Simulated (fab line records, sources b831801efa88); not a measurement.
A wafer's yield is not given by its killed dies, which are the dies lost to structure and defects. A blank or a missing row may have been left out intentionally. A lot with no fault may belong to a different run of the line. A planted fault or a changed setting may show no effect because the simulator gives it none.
A struck lot beside a sound one ; flow sky130 ; 15 steps out of a route of 708
Sound: wafers L222.1, L222.2, L222.6. Struck: wafers L225.1, L225.4, L225.6. The cause comes at the end.
At each step with rows: each side's tool, then ch and its chambers, then its first start. Under that, the readings that differ: sound wafers ; struck wafers ; difference of the means ; sigmas: that difference in standard deviations of wafers without a fault.
alike: words and numbers the same on both sides, and readings whose means are apart by under 2 such deviations; not compared: readings that were withheld, readings missing a value for some wafer, numbers with overlapping values and no deviation given by the record, and bounds like >300 which may hide the same value.
The two part at a step that has a row with sigmas, a row that says differs or no value, or rows on one side only. When numbers do not overlap yet have no deviation, they are printed without sigmas and do not part them. A reading missing from all wafers of one side parts the sides only when that side holds two or more wafers.

first, 7 steps without rows for these wafers: SKY_LDD_LDN_DEHYDRATE_00 (time 60 s); SKY_LDD_LDN_HMDS_01 (prime time 60 s); SKY_LDD_LDN_COAT_02 (resist thk 1140 nm); SKY_LDD_LDN_SOFTBAKE_03 (time 60 s); SKY_LDD_LDN_EXPOSE_04 (exposes mask LDNTM, target cd 700 nm); SKY_LDD_LDN_PEB_05; SKY_LDD_LDN_DEVELOP_06 (develop time 60 s).
SKY_LDD_LDN_OVL_MEAS_07:
  struck on overlay-02, day 25 11:03; sound on overlay-02, day 24 10:51
  alike: LDD_LDN_OVL
then, 4 steps without rows for these wafers: SKY_LDD_LDN_IMPLANT_08; SKY_LDD_LDN_IMPLANT_09; SKY_LDD_LDN_IMPLANT_10; SKY_LDD_LDN_IMPLANT_11.
SKY_LDD_LDN_STRIP_12: strips in O2/N2.
  sound on plasma-asher-04 ch 0,1, day 24 11:29; struck on plasma-asher-01 ch 0,1, day 25 11:59
reading;sound;struck;difference;sigmas
oes-product-au (a.u.);0.710 0.718 0.720;0.950 0.948 0.948;+0.233;+48
strip-time-to-endpoint-s (s);14.11 14.12 14.12;- - -;no value on the struck wafers;
model.NOVOLAK_of_LDD_LDN_COAT_02.thk-nm (nm);0 0 0;192.9 192.7 192.6;+192.7;
  alike: drypump-motor-current-A
  not compared: rf-hours-counter-h
SKY_LDD_LDN_TW_MEAS_13:
  struck on film-metro-02, day 25 12:05; sound on film-metro-02, day 24 11:35
  alike: LDD_LDN_TW
-- a jump in the record: the struck wafers' starts before and after are 22 days apart (it breaks off in module LDD_LDN and resumes in module PAD_OPEN, where the first step shown is number 708 of the route) --
SKY_PAD_OPEN_PROBE_99:
  struck on prober-02, day 47 16:31; sound on prober-01, day 46 19:04
reading;sound;struck;difference;sigmas
hold;- - -;await-dispo/1.5h/scrap await-dispo/1.5h/scrap await-dispo/1.5h/scrap;no value on the sound wafers;
killed-at-front-end;9 13 10;413 439 415;+412;+91
killed-dies;76 92 62;492 492 492;+415;+44
killed-on-rim;6 24 15;96 96 96;+81;+19
  alike: killed_at_M0_to_M3, killed_at_M4_up, killed-at-contacts, killed-at-other, killed-open, killed-short

== WHERE THEY PART ==
Earliest at SKY_LDD_LDN_STRIP_12; latest, in this record, at SKY_PAD_OPEN_PROBE_99.

WHY: whatever the simulator had introduced
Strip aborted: plasma-asher-01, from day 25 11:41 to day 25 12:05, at SKY_LDD_LDN_STRIP_12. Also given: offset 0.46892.
